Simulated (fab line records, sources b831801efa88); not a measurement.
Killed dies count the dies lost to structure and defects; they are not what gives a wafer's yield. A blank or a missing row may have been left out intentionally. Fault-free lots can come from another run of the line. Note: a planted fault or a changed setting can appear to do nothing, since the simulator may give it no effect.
The tool behind it: which one? + flow sky130 + 36 wafers from 12 lots sampled at 5 of the route's 708 steps

== WHAT THE GAUGES READ, wafer by wafer ==
SKY_LI_CONTACT_CD_MEAS_12 targets a cd of 170 nm.
| lot  | measured     | on       | cdNm (nm)         |
|------|--------------|----------|-------------------|
| L677 | day 29 21:37 | cdSem-02 | 169.1 168.4 169.2 |
| L680 | day 30 23:09 | cdSem-02 | 169.3 168.9 168.8 |
| L682 | day 31 13:41 | cdSem-02 | 171.1 171.8 171.2 |
| L685 | day 32 14:29 | cdSem-02 | 170.0 168.2 169.3 |
| L686 | day 32 23:23 | cdSem-01 | 168.5 168.3 169.5 |
| L687 | day 33 00:47 | cdSem-02 | 167.9 167.0 167.3 |
| L690 | day 34 02:53 | cdSem-02 | 170.9 169.7 171.1 |
| L691 | day 34 13:53 | cdSem-02 | 170.2 168.2 168.7 |
| L692 | day 34 16:02 | cdSem-02 | 169.1 168.3 168.0 |
| L694 | day 35 10:09 | cdSem-01 | 168.8 169.3 170.4 |
| L698 | day 36 17:02 | cdSem-01 | 169.7 169.2 169.6 |
| L699 | day 37 05:34 | cdSem-02 | 169.1 169.7 169.5 |

SKY_LI_CONTACT_OVL_MEAS_13.
| lot  | measured     | on         | LI_CONTACT_OVL (nm) |
|------|--------------|------------|---------------------|
| L677 | day 29 21:44 | overlay-02 | 6 10 8              |
| L680 | day 30 23:16 | overlay-02 | -4 -3 -9            |
| L682 | day 31 13:48 | overlay-02 | 3 -3 3              |
| L685 | day 32 14:36 | overlay-02 | 6 5 2               |
| L686 | day 32 23:29 | overlay-02 | 2 9 3               |
| L687 | day 33 00:53 | overlay-01 | 1 -10 -3            |
| L690 | day 34 02:59 | overlay-01 | 0 2 4               |
| L691 | day 34 13:59 | overlay-02 | 9 10 8              |
| L692 | day 34 16:09 | overlay-02 | -3 4 9              |
| L694 | day 35 10:16 | overlay-02 | 1 1 -3              |
| L698 | day 36 17:09 | overlay-02 | -8 2 -10            |
| L699 | day 37 05:41 | overlay-01 | -5 -6 -7            |

== WHICH TOOL RAN EACH LOT (tool, then ch and the chambers of the sampled wafers, then the start) ==
| lot  | SKY_VT_ADJUST_PCH_STRIP_09          | SKY_LDD_N_IMPLANT_11            | SKY_LDD_N_STRIP_16                  |
|------|-------------------------------------|---------------------------------|-------------------------------------|
| L677 | plasmaAsher-01 ch 0,1, day 10 20:08 | implanter-04 ch 0, day 18 07:55 | plasmaAsher-03 ch 0,1, day 18 08:38 |
| L680 | plasmaAsher-04 ch 0,1, day 11 17:26 | implanter-01 ch 0, day 19 13:24 | plasmaAsher-02 ch 0,1, day 19 14:09 |
| L682 | plasmaAsher-01 ch 1, day 12 10:02   | implanter-03 ch 0, day 20 09:44 | plasmaAsher-02 ch 0,1, day 20 10:29 |
| L685 | plasmaAsher-01 ch 0,1, day 13 11:17 | implanter-03 ch 0, day 21 11:25 | plasmaAsher-03 ch 0,1, day 21 12:10 |
| L686 | plasmaAsher-04 ch 0,1, day 13 15:55 | implanter-04 ch 0, day 21 20:31 | plasmaAsher-04 ch 0,1, day 21 21:15 |
| L687 | plasmaAsher-01 ch 0,1, day 13 23:17 | implanter-03 ch 0, day 21 23:55 | plasmaAsher-03 ch 1, day 22 00:38   |
| L690 | plasmaAsher-03 ch 0,1, day 14 21:44 | implanter-01 ch 0, day 23 03:46 | plasmaAsher-03 ch 0,1, day 23 04:30 |
| L691 | plasmaAsher-04 ch 0,1, day 15 09:32 | implanter-04 ch 0, day 23 16:51 | plasmaAsher-03 ch 0,1, day 23 17:35 |
| L692 | plasmaAsher-04 ch 0,1, day 15 14:09 | implanter-04 ch 0, day 23 18:18 | plasmaAsher-02 ch 0,1, day 23 19:03 |
| L694 | plasmaAsher-01 ch 0,1, day 16 10:00 | implanter-01 ch 0, day 24 16:51 | plasmaAsher-02 ch 0,1, day 24 17:36 |
| L698 | plasmaAsher-03 ch 0,1, day 17 21:29 | implanter-03 ch 0, day 26 05:04 | plasmaAsher-03 ch 0,1, day 26 05:49 |
| L699 | plasmaAsher-01 ch 0,1, day 18 09:21 | implanter-03 ch 0, day 26 14:28 | plasmaAsher-03 ch 0,1, day 26 15:13 |
- SKY_VT_ADJUST_PCH_STRIP_09: strips in O2/N2.
- SKY_LDD_N_IMPLANT_11
- SKY_LDD_N_STRIP_16: strips in O2/N2.

== WHAT THE TOOLS THEMSELVES READ (means of the sampled wafers that have a number; where no wafer has one, the mark that the record gives instead) ==
SKY_VT_ADJUST_PCH_STRIP_09.
| lot  | tool           | drypumpMotorCurrentA (A) | oesProductAu (a.u.) | stripTimeToEndpointS (s) |
|------|----------------|--------------------------|---------------------|--------------------------|
| L677 | plasmaAsher-01 | 5.7                      | 0.719               | 36.93                    |
| L680 | plasmaAsher-04 | 5.3                      | 0.722               | 37.01                    |
| L682 | plasmaAsher-01 | 5.6                      | 0.724               | 37.00                    |
| L685 | plasmaAsher-01 | 5.6                      | 0.728               | 36.88                    |
| L686 | plasmaAsher-04 | 5.3                      | 0.723               | 36.78                    |
| L687 | plasmaAsher-01 | 5.6                      | 0.721               | 36.90                    |
| L690 | plasmaAsher-03 | 5.2                      | 0.717               | 36.99                    |
| L691 | plasmaAsher-04 | 5.3                      | 0.729               | 36.98                    |
| L692 | plasmaAsher-04 | 5.3                      | 0.727               | 36.73                    |
| L694 | plasmaAsher-01 | 5.7                      | 0.719               | 36.90                    |
| L698 | plasmaAsher-03 | 5.4                      | 0.727               | 36.85                    |
| L699 | plasmaAsher-01 | 5.6                      | 0.723               | 36.82                    |

SKY_LDD_N_IMPLANT_11.
| lot  | tool         | beamOnS (s) | rotationDeg (degrees) |
|------|--------------|-------------|-----------------------|
| L677 | implanter-04 | 9.94        | 292.97                |
| L680 | implanter-01 | 9.94        | 292.99                |
| L682 | implanter-03 | 9.91        | 292.97                |
| L685 | implanter-03 | 9.96        | 292.99                |
| L686 | implanter-04 | 10.27       | 293.04                |
| L687 | implanter-03 | 9.92        | 292.98                |
| L690 | implanter-01 | 10.07       | 293.02                |
| L691 | implanter-04 | 10.08       | 293.07                |
| L692 | implanter-04 | 9.93        | 293.01                |
| L694 | implanter-01 | 9.88        | 293.00                |
| L698 | implanter-03 | 9.84        | 292.97                |
| L699 | implanter-03 | 9.74        | 292.95                |

SKY_LDD_N_STRIP_16.
| lot  | tool           | drypumpMotorCurrentA (A) | oesProductAu (a.u.) | stripTimeToEndpointS (s) |
|------|----------------|--------------------------|---------------------|--------------------------|
| L677 | plasmaAsher-03 | 5.2                      | 0.404               | 4.307                    |
| L680 | plasmaAsher-02 | 5.3                      | 0.411               | 4.324                    |
| L682 | plasmaAsher-02 | 5.6                      | 0.407               | 4.330                    |
| L685 | plasmaAsher-03 | 5.4                      | 0.400               | 4.290                    |
| L686 | plasmaAsher-04 | 5.7                      | 0.401               | 4.304                    |
| L687 | plasmaAsher-03 | 5.7                      | 0.405               | 4.338                    |
| L690 | plasmaAsher-03 | 5.2                      | 0.407               | 4.315                    |
| L691 | plasmaAsher-03 | 5.4                      | 0.406               | 4.317                    |
| L692 | plasmaAsher-02 | 5.6                      | 0.401               | 4.272                    |
| L694 | plasmaAsher-02 | 5.6                      | 0.410               | 4.289                    |
| L698 | plasmaAsher-03 | 5.4                      | 0.406               | 4.330                    |
| L699 | plasmaAsher-03 | 5.4                      | 0.411               | 4.322                    |

== THE ANSWER, worked out from the rows above alone ==
Rule: usual is defined by the lots themselves. The widest of any qualifying gaps counts: lots, ordered by their means at a reading, are off when they make up no more than a third of the lots, leave a main group of 4 or more, and stand apart from it by 3 or more times the standard deviation of that group's means. If all means in a main group match to the digits the tables above print for the reading, that group is not used. A lot without any number at a reading at which 4 lots or more have one is off too. Where the step has rows for the other lots, those lots are counted as sound. First the gauges in route order, then the tools' own readings, where a lot's mean is used as printed above. At the first step where some lot is off, the reading lying furthest off is the one used; lots without a number count as furthest.
No lot is off on any of the readings shown, so nothing can be concluded from this.

== WHAT WAS PUT IN BY THE SIMULATOR ==
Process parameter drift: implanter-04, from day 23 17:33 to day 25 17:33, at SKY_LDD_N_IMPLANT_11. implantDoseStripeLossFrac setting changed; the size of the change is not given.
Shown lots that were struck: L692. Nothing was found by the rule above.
